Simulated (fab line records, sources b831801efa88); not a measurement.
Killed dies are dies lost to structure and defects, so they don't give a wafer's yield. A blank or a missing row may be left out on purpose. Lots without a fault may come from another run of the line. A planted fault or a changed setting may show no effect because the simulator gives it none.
Which tool did it? | flow gf180mcu | 6 lots, 18 wafers sampled, at 4 steps of a route of 602

WHAT THE GAUGES READ, wafer by wafer
GF_V1_THK_MEAS_01.
lot  | measured     | on            | V1_CVD_00_THK (nm)
L774 | day 17 09:30 | film_metro-02 | 602 605 599
L777 | day 18 11:24 | film_metro-04 | 609 608 605
L779 | day 19 10:13 | film_metro-01 | 602 605 611
L781 | day 20 03:28 | film_metro-01 | 593 594 589
L787 | day 22 07:47 | film_metro-01 | 604 615 730
L792 | day 23 23:01 | film_metro-02 | 608 602 589

WHICH TOOL RAN EACH LOT (tool, then ch and the chambers of the sampled wafers, then the start)
lot  | GF_SALICIDE_RTA_06               | GF_M1_STRIP_17                       | GF_V1_CVD_00
L774 | rtp_anneal-02 ch 0, day 15 08:56 | plasma_asher-01 ch 0,1, day 17 08:53 | hdpcvd-02 ch 1,2, day 17 09:26
L777 | rtp_anneal-02 ch 0, day 16 09:49 | plasma_asher-01 ch 0,1, day 18 10:47 | hdpcvd-01 ch 0,1, day 18 11:20
L779 | rtp_anneal-02 ch 0, day 17 07:40 | plasma_asher-02 ch 0,1, day 19 09:37 | hdpcvd-02 ch 0,2, day 19 10:09
L781 | rtp_anneal-01 ch 0, day 18 00:20 | plasma_asher-01 ch 0,1, day 20 02:49 | hdpcvd-02 ch 0,1,2, day 20 03:23
L787 | rtp_anneal-02 ch 0, day 20 05:09 | plasma_asher-04 ch 0,1, day 22 07:11 | hdpcvd-01 ch 0,1,2, day 22 07:43
L792 | rtp_anneal-01 ch 0, day 21 22:43 | plasma_asher-04 ch 0,1, day 23 22:23 | hdpcvd-02 ch 0,1,2, day 23 22:57
- GF_SALICIDE_RTA_06: time 30 s.
- GF_M1_STRIP_17: strips in O2/N2.
- GF_V1_CVD_00: deposits SiO2, target thk 600 nm, time 100 s.

THE ANSWER, worked out from the rows above alone
Rule: what is usual is taken from the lots themselves. Put in order of their means at a reading, lots are off if they are a third of the lots or fewer, leave a main group of 4 or more, and stand apart from it by a gap of 3 or more times the standard deviation of the main group's means; of several such gaps the widest counts. A main group whose means are all the same, to the digits that the tables above print for the reading, isn't used. A lot without any number at a reading at which 4 lots or more have one is off too. The other lots that the step has rows for count as sound.
Off: L787, at GF_V1_THK_MEAS_01 (V1_CVD_00_THK). The main group: mean 601 nm, standard deviation 5.4.
A tool fits if, at a process step before that reading, it ran every lot that is off, and no sound lot after the first of them. The gauges at GF_V1_THK_MEAS_01 are tried like those tools. Can't be told from this: 3 tools fit, rtp_anneal-02 at GF_SALICIDE_RTA_06, hdpcvd-01 at GF_V1_CVD_00, film_metro-01 at GF_V1_THK_MEAS_01.

WHAT THE SIMULATOR HAD PUT IN
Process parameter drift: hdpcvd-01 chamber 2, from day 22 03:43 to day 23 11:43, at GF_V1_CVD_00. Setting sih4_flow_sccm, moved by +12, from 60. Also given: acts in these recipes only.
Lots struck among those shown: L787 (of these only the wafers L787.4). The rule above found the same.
